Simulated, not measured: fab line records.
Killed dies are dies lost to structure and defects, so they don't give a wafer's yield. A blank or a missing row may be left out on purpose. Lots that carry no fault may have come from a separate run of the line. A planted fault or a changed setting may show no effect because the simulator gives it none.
Which tool did it?    flow sky130    24 lots, 72 wafers sampled, at 6 steps of a route of 708

== WHAT THE GAUGES READ, wafer by wafer ==
SKY_FIELD_ISO_CD_MEAS_13 targets a cd of 150 nm. Usual: cd nm at 149.7 nm, with a standard deviation of 1.3.
lot   measured     on         cd nm (nm)         flag
L074  day 2 04:48  cd sem-01  150.6 149.7 150.4  
L075  day 2 10:22  cd sem-02  150.4 152.3 151.5  
L076  day 2 16:42  cd sem-02  148.7 150.2 150.5  
L077  day 2 20:14  cd sem-02  149.8 149.0 149.6  
L078  day 3 02:59  cd sem-01  150.5 151.0 152.0  
L079  day 3 09:06  cd sem-02  150.3 150.6 149.2  
L080  day 3 13:27  cd sem-02  148.5 148.4 148.6  
L081  day 3 18:37  cd sem-01  147.8 149.5 148.9  
L082  day 3 21:51  cd sem-02  152.3 152.5 150.7  
L083  day 4 03:31  cd sem-01  147.9 148.4 148.6  
L084  day 4 07:56  cd sem-01  148.5 148.9 148.8  
L085  day 4 12:43  cd sem-01  147.7 148.0 148.3  
L086  day 4 17:34  cd sem-02  149.8 152.1 152.1  
L087  day 5 02:51  cd sem-01  148.4 149.3 148.5  
L088  day 5 10:07  cd sem-01  151.0 151.0 150.6  
L089  day 5 11:57  cd sem-02  148.6 148.8 148.5  
L090  day 5 16:11  cd sem-02  149.4 147.7 148.1  
L091  day 6 00:18  cd sem-01  149.9 152.0 151.4  
L092  day 6 02:20  cd sem-02  152.0 150.2 150.4  
L093  day 6 07:46  cd sem-01  149.0 149.4 148.6  
L094  day 6 11:28  cd sem-02  149.0 148.3 149.3  
L095  day 6 17:19  cd sem-01  149.3 148.8 150.2  
L096  day 7 01:59  cd sem-02  148.3 149.4 149.4  
L097  day 7 06:28  cd sem-02  149.5 150.3 148.6  

SKY_PWDE_TW_MEAS_10. Usual: PWDE_TW 373, standard deviation 4.2.
lot   measured     on             PWDE_TW      flag
L074  day 3 22:37  film metro-01  377 377 376  
L075  day 4 02:36  film metro-02  371 370 372  
L076  day 4 11:35  film metro-01  379 375 378  
L077  day 4 13:07  film metro-03  365 365 365  
L078  day 4 20:17  film metro-01  377 376 376  
L079  day 5 00:52  film metro-03  369 367 369  
L080  day 5 05:58  film metro-02  371 368 371  
L081  day 5 12:55  film metro-03  369 368 369  
L082  day 5 21:56  film metro-01  374 376 374  
L083  day 6 10:01  film metro-02  370 370 370  
L084  day 6 10:56  film metro-01  376 375 375  
L085  day 6 10:38  film metro-03  366 366 367  
L086  day 6 14:38  film metro-02  371 368 370  
L087  day 7 01:21  film metro-01  376 377 375  
L088  day 7 06:52  film metro-01  376 378 380  
L089  day 7 07:48  film metro-01  378 381 379  
L090  day 7 14:35  film metro-03  368 369 368  
L091  day 8 02:55  film metro-01  376 376 376  
L092  day 8 04:08  film metro-02  369 369 373  
L093  day 8 07:10  film metro-03  371 373 370  
L094  day 8 14:07  film metro-03  369 369 370  
L095  day 8 19:31  film metro-03  369 370 369  
L096  day 9 03:18  film metro-01  378 378 378  
L097  day 9 08:53  film metro-02  370 372 371  

SKY_NWELL_RS_MEAS_29: measurement is done with a four-point probe. Usual: NWELL_RS 624.3 ohm/sq, standard deviation 1.9.
lot   measured      on             NWELL_RS (ohm/sq)  flag
L074  day 5 08:57   film metro-02  622.3 623.6 622.6  
L075  day 5 13:10   film metro-01  625.9 625.3 627.6  
L076  day 5 23:39   film metro-03  620.6 621.8 622.0  
L077  day 6 01:06   film metro-03  624.8 623.6 624.2  
L078  day 6 09:10   film metro-02  624.0 624.8 625.1  
L079  day 6 13:52   film metro-03  622.4 621.3 622.0  
L080  day 6 19:19   film metro-02  626.2 625.9 625.0  
L081  day 7 03:22   film metro-03  623.0 623.3 623.1  
L082  day 7 12:17   film metro-03  625.0 624.9 624.9  
L083  day 8 02:23   film metro-03  625.3 626.2 626.1  
L084  day 8 04:02   film metro-03  625.3 625.8 626.5  
L085  day 8 03:20   film metro-02  626.0 625.9 626.0  
L086  day 8 05:49   film metro-01  623.6 623.6 623.1  
L087  day 8 18:17   film metro-03  626.4 624.9 626.0  
L088  day 9 01:05   film metro-03  622.8 621.8 622.4  
L089  day 9 02:20   film metro-03  623.9 624.8 622.9  
L090  day 9 09:18   film metro-02  623.1 621.5 622.3  
L091  day 9 22:16   film metro-01  624.4 625.5 625.4  
L092  day 9 22:37   film metro-02  623.8 621.3 625.8  
L093  day 10 02:15  film metro-03  624.0 623.2 622.8  
L094  day 10 09:35  film metro-03  621.8 620.1 621.9  
L095  day 10 14:42  film metro-02  628.1 629.0 627.9  
L096  day 10 23:50  film metro-03  623.3 625.5 623.9  
L097  day 11 05:07  film metro-02  621.6 622.9 625.0  

SKY_VT_ADJUST_HVTP_CD_MEAS_07 targets a cd of 380 nm. Usual: cd nm at 380.9 nm, with a standard deviation of 2.7.
lot   measured      on         cd nm (nm)         flag
L074  day 6 02:25   cd sem-01  379.6 381.4 382.3  
L075  day 6 08:10   cd sem-02  385.7 384.5 385.2  
L076  day 6 17:49   cd sem-02  378.6 377.1 379.4  
L077  day 6 20:19   cd sem-01  379.3 379.1 378.0  
L078  day 7 04:58   cd sem-01  385.4 384.7 383.9  
L079  day 7 09:07   cd sem-01  382.0 384.4 383.3  
L080  day 7 14:19   cd sem-01  381.3 382.9 380.5  
L081  day 7 23:18   cd sem-01  377.0 378.1 376.9  
L082  day 8 08:13   cd sem-01  379.2 376.1 377.9  
L083  day 8 23:24   cd sem-01  380.6 381.5 379.8  
L084  day 9 01:13   cd sem-01  384.0 386.6 386.0  
L085  day 9 00:22   cd sem-01  380.6 377.9 377.1  
L086  day 9 02:41   cd sem-01  379.9 379.6 378.9  
L087  day 9 15:59   cd sem-01  382.1 382.8 381.6  
L088  day 9 22:37   cd sem-02  378.6 380.0 379.9  
L089  day 9 23:57   cd sem-02  382.0 382.7 383.9  
L090  day 10 06:17  cd sem-02  378.1 380.6 377.1  
L091  day 10 19:58  cd sem-02  377.3 378.4 378.4  
L092  day 10 20:10  cd sem-01  383.6 384.2 382.8  
L093  day 11 00:04  cd sem-02  381.3 380.3 379.3  
L094  day 11 08:26  cd sem-02  381.8 381.2 381.0  
L095  day 11 13:49  cd sem-02  385.0 386.2 382.3  
L096  day 11 23:29  cd sem-02  383.2 382.5 382.7  
L097  day 12 05:07  cd sem-02  379.2 375.6 375.9  

SKY_VT_ADJUST_PCH_OVL_MEAS_07. Usual: VT_ADJUST_PCH_OVL 0.2 nm, standard deviation 1.4.
lot   measured      on          VT_ADJUST_PCH_OVL (nm)  flag
L074  day 10 09:35  overlay-01  0.7 0.4 1.5             
L075  day 10 15:46  overlay-02  0.2 1.3 -0.3            
L076  day 11 04:23  overlay-01  0.8 -1.4 2.3            
L077  day 11 05:26  overlay-02  2.5 1.0 1.9             
L078  day 11 16:34  overlay-02  0.6 1.1 0.6             
L079  day 11 21:24  overlay-01  0.4 1.5 2.6             
L080  day 12 04:30  overlay-01  0.8 -0.5 0.3            
L081  day 12 14:42  overlay-02  -2.8 -1.5 -1.6          
L082  day 13 02:11  overlay-02  0.2 0.5 1.1             
L083  day 13 20:04  overlay-01  0.4 1.3 1.2             
L084  day 13 23:13  overlay-02  0.6 0.4 0.0             
L085  day 13 20:32  overlay-02  2.0 3.1 1.7             
L086  day 14 00:13  overlay-01  0.8 2.0 -0.2            
L087  day 14 16:45  overlay-02  -0.7 -2.0 -1.8          
L088  day 15 00:20  overlay-02  -0.1 -1.5 -2.3          
L089  day 15 01:23  overlay-01  0.6 -0.4 0.5            
L090  day 15 08:34  overlay-01  0.1 1.5 0.2             
L091  day 16 02:50  overlay-02  -1.3 -0.5 -2.4          
L092  day 16 04:56  overlay-02  -1.0 -1.3 -2.0          
L093  day 16 10:09  overlay-01  1.5 0.2 1.0             
L094  day 16 19:37  overlay-01  -0.7 -0.6 -0.4          
L095  day 17 00:27  overlay-02  -1.6 -2.0 -1.7          
L096  day 17 11:39  overlay-01  1.4 0.7 0.0             
L097  day 17 18:34  overlay-01  1.1 2.4 -1.1            

== WHAT TOOL EACH LOT RAN ON (gives the tool, then ch and the chambers of the sampled wafers, and finally the start) ==
lot   SKY_NWELL_RTA_28
L074  rtp anneal-01 ch 0, day 5 08:51
L075  rtp anneal-02 ch 0, day 5 13:03
L076  rtp anneal-01 ch 0, day 5 23:32
L077  rtp anneal-01 ch 0, day 6 01:00
L078  rtp anneal-02 ch 0, day 6 09:04
L079  rtp anneal-01 ch 0, day 6 13:46
L080  rtp anneal-01 ch 0, day 6 19:13
L081  rtp anneal-02 ch 0, day 7 03:16
L082  rtp anneal-02 ch 0, day 7 12:11
L083  rtp anneal-02 ch 0, day 8 02:17
L084  rtp anneal-02 ch 0, day 8 03:56
L085  rtp anneal-01 ch 0, day 8 03:14
L086  rtp anneal-01 ch 0, day 8 05:43
L087  rtp anneal-02 ch 0, day 8 18:11
L088  rtp anneal-01 ch 0, day 9 00:59
L089  rtp anneal-02 ch 0, day 9 02:14
L090  rtp anneal-01 ch 0, day 9 09:12
L091  rtp anneal-01 ch 0, day 9 22:10
L092  rtp anneal-02 ch 0, day 9 22:31
L093  rtp anneal-01 ch 0, day 10 02:09
L094  rtp anneal-02 ch 0, day 10 09:29
L095  rtp anneal-01 ch 0, day 10 14:36
L096  rtp anneal-02 ch 0, day 10 23:44
L097  rtp anneal-01 ch 0, day 11 05:00
- SKY_NWELL_RTA_28: time 30 s.

== AS READ BY THE TOOLS THEMSELVES (means over the sampled wafers that have a number; for cases with no such wafer, the mark the record gives instead) ==
SKY_NWELL_RTA_28. Usual: lamp power pct 25.30 %, standard deviation 0.054; wafer_temp_C_max 1054.9, standard deviation 0.96.
lot   tool           lamp power pct (%)  wafer_temp_C_max  flag
L074  rtp anneal-01  25.30               1054.8            
L075  rtp anneal-02  25.25               1056.7            
L076  rtp anneal-01  25.33               1054.6            
L077  rtp anneal-01  25.30               1055.0            
L078  rtp anneal-02  25.29               1055.1            
L079  rtp anneal-01  25.30               1055.4            
L080  rtp anneal-01  25.27               1055.4            
L081  rtp anneal-02  25.34               1054.8            
L082  rtp anneal-02  25.33               1054.3            
L083  rtp anneal-02  25.31               1054.3            
L084  rtp anneal-02  25.32               1055.1            
L085  rtp anneal-01  25.29               1054.5            
L086  rtp anneal-01  25.32               1055.5            
L087  rtp anneal-02  25.33               1055.3            
L088  rtp anneal-01  25.31               1054.8            
L089  rtp anneal-02  25.36               1055.3            
L090  rtp anneal-01  25.30               1054.9            
L091  rtp anneal-01  25.28               1054.5            
L092  rtp anneal-02  25.25               1054.5            
L093  rtp anneal-01  25.30               1054.4            
L094  rtp anneal-02  25.30               1055.0            
L095  rtp anneal-01  25.27               1055.1            
L096  rtp anneal-02  25.28               1055.3            
L097  rtp anneal-01  25.33               1054.7            

== THE ANSWER, worked out from the rows above alone ==
Rule: take the mean of a lot's wafers that have a number; if it is more than 3 standard deviations from the usual mean, the lot is off. Also off: a lot with no number at a reading for which 4 or more lots have one. All remaining lots with rows at the step are treated as sound. After the gauges, taken in route order, come the tools' own readings; for these a lot's mean is taken, as printed above. The first step at which some lot is off is used, and at that step the reading that is off furthest; a lot without a number counts as furthest.
None of the lots is off at any reading shown; this tells nothing.

== WHAT HAD BEEN PUT IN BY THE SIMULATOR ==
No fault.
